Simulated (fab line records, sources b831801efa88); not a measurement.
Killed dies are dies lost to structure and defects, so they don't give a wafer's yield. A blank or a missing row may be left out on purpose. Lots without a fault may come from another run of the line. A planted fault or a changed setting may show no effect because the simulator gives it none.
Which tool did it? | flow gf180mcu | 14 lots, 42 wafers sampled, at 3 steps of a route of 602

WHAT THE GAUGES READ, wafer by wafer
GF_HV_LDD_TW_MEAS_38. Usual: HV_LDD_3_TW 1442, standard deviation 21.
lot  | measured     | on            | HV_LDD_3_TW    | flag
L823 | day 11 10:42 | film_metro-01 | 1426 1438 1430 |
L824 | day 11 22:22 | film_metro-01 | 1433 1429 1434 |
L825 | day 12 06:47 | film_metro-01 | 1438 1446 1433 |
L827 | day 12 19:40 | film_metro-03 | 1482 1460 1469 |
L828 | day 13 04:38 | film_metro-01 | 1430 1422 1423 |
L829 | day 13 14:07 | film_metro-01 | 1428 1434 1439 |
L830 | day 13 21:50 | film_metro-03 | 1451 1466 1453 |
L831 | day 14 05:43 | film_metro-02 | 1393 1402 1394 |
L832 | day 14 15:04 | film_metro-03 | 1452 1458 1461 |
L837 | day 16 09:20 | film_metro-02 | 1281 1293 1288 | OFF
L838 | day 16 13:55 | film_metro-02 | 1287 1289 1292 | OFF
L844 | day 18 11:09 | film_metro-03 | 1460 1454 1460 |
L845 | day 18 21:35 | film_metro-01 | 1428 1431 1431 |
L846 | day 19 03:32 | film_metro-03 | 1460 1457 1452 |

GF_HV_LDD_RS_MEAS_53: measures by four-point-probe. Usual: HV_LDD_RS 418.3 ohm/sq, standard deviation 0.86.
lot  | measured     | on            | HV_LDD_RS (ohm/sq) | flag
L823 | day 12 06:02 | film_metro-01 | 419.4 419.3 419.7  |
L824 | day 12 18:36 | film_metro-01 | 418.7 418.5 417.7  |
L825 | day 13 02:58 | film_metro-03 | 417.0 417.9 417.8  |
L827 | day 13 15:56 | film_metro-01 | 419.2 419.0 417.9  |
L828 | day 14 00:40 | film_metro-02 | 419.5 419.9 419.2  |
L829 | day 14 10:21 | film_metro-02 | 417.7 417.8 417.3  |
L830 | day 14 19:29 | film_metro-03 | 419.7 418.4 418.7  |
L831 | day 15 03:34 | film_metro-03 | 416.8 418.1 417.3  |
L832 | day 15 12:24 | film_metro-03 | 419.3 418.2 418.2  |
L837 | day 17 08:13 | film_metro-01 | 439.3 439.0 439.3  | OFF
L838 | day 17 12:56 | film_metro-01 | 438.7 439.1 438.8  | OFF
L844 | day 19 12:11 | film_metro-03 | 419.3 419.3 418.9  |
L845 | day 19 22:53 | film_metro-03 | 418.0 417.9 418.4  |
L846 | day 20 04:43 | film_metro-03 | 417.9 418.2 417.7  |

WHICH TOOL RAN EACH LOT (tool, then ch and the chambers of the sampled wafers, then the start)
lot  | GF_HV_LDD_IMPLANT_34
L823 | implanter-02 ch 0, day 11 10:11
L824 | implanter-03 ch 0, day 11 21:46
L825 | implanter-04 ch 0, day 12 06:14
L827 | implanter-03 ch 0, day 12 19:07
L828 | implanter-03 ch 0, day 13 04:05
L829 | implanter-02 ch 0, day 13 13:34
L830 | implanter-03 ch 0, day 13 21:17
L831 | implanter-03 ch 0, day 14 05:11
L832 | implanter-02 ch 0, day 14 14:28
L837 | implanter-03, day 16 08:47
L838 | implanter-03, day 16 13:23
L844 | implanter-02 ch 0, day 18 10:37
L845 | implanter-02 ch 0, day 18 21:04
L846 | implanter-02 ch 0, day 19 02:58
- GF_HV_LDD_IMPLANT_34

WHAT THE TOOLS THEMSELVES READ (means of the sampled wafers that have a number; where no wafer has one, the mark that the record gives instead)
GF_HV_LDD_IMPLANT_34. Usual: beam_energy_keV 59.998, standard deviation 0.02; beam_on_s 9.99 s, standard deviation 0.19; dose_ions_cm2 7.497e+12, standard deviation 8.7e+09; faraday_current_uA 42.3, standard deviation 0.8; rotation_deg 89.999 degrees, standard deviation 0.023.
lot  | tool         | beam_energy_keV | beam_on_s (s) | dose_ions_cm2 | faraday_current_uA | rotation_deg (degrees) | flag
L823 | implanter-02 | 59.990          | 10.03         | 7.500e+12     | 42.0               | 90.015                 |
L824 | implanter-03 | 60.018          | 10.17         | 7.495e+12     | 41.5               | 90.009                 |
L825 | implanter-04 | 59.970          | 9.90          | 7.486e+12     | 42.8               | 89.977                 |
L827 | implanter-03 | 59.990          | 9.95          | 7.493e+12     | 42.5               | 89.996                 |
L828 | implanter-03 | 59.966          | 9.89          | 7.497e+12     | 42.7               | 90.003                 |
L829 | implanter-02 | 59.992          | 9.98          | 7.499e+12     | 42.4               | 90.000                 |
L830 | implanter-03 | 60.019          | 10.06         | 7.504e+12     | 42.0               | 89.982                 |
L831 | implanter-03 | 59.990          | 10.09         | 7.497e+12     | 42.0               | 89.976                 |
L832 | implanter-02 | 59.998          | 10.01         | 7.497e+12     | 42.3               | 90.005                 |
L837 | implanter-03 | -               | -             | -             | -                  | -                      | OFF
L838 | implanter-03 | -               | -             | -             | -                  | -                      | OFF
L844 | implanter-02 | 59.996          | 10.18         | 7.511e+12     | 41.6               | 90.028                 |
L845 | implanter-02 | 60.016          | 10.19         | 7.502e+12     | 41.5               | 89.992                 |
L846 | implanter-02 | 59.989          | 9.83          | 7.496e+12     | 43.1               | 90.018                 |

THE ANSWER, worked out from the rows above alone
Rule: a lot is off if the mean of its wafers that have a number lies more than 3 standard deviations from the usual mean. A lot without any number at a reading at which 4 lots or more have one is off too. The other lots that the step has rows for count as sound. The gauges are gone through in route order, then the tools' own readings, and for those a lot's mean is taken as printed above. The first step at which some lot is off is used, and at that step the reading that is off furthest; a lot without a number counts as furthest.
Off: L837, L838, at GF_HV_LDD_TW_MEAS_38 (HV_LDD_3_TW).
A tool fits if, at a process step before that reading, it ran every lot that is off, and no sound lot after the first of them. The gauges at GF_HV_LDD_TW_MEAS_38 aren't tried: what is off there is off at GF_HV_LDD_RS_MEAS_53 too, on other tools, and a gauge's error can't cause that. One fits: implanter-03 at GF_HV_LDD_IMPLANT_34. Its last sound lot is L831 (day 14 05:11), its first lot that is off L837 (day 16 08:47): a fault that began between those two fits.
Blank at GF_HV_LDD_IMPLANT_34 on the lots that are off, where sound lots have numbers: beam_energy_keV, beam_on_s, dose_ions_cm2, faraday_current_uA, rotation_deg.

WHAT THE SIMULATOR HAD PUT IN
Skipped step whole: implanter-03, from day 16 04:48 on, at GF_HV_LDD_IMPLANT_34. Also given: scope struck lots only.
Lots struck among those shown: L837, L838. The rule above found the same.
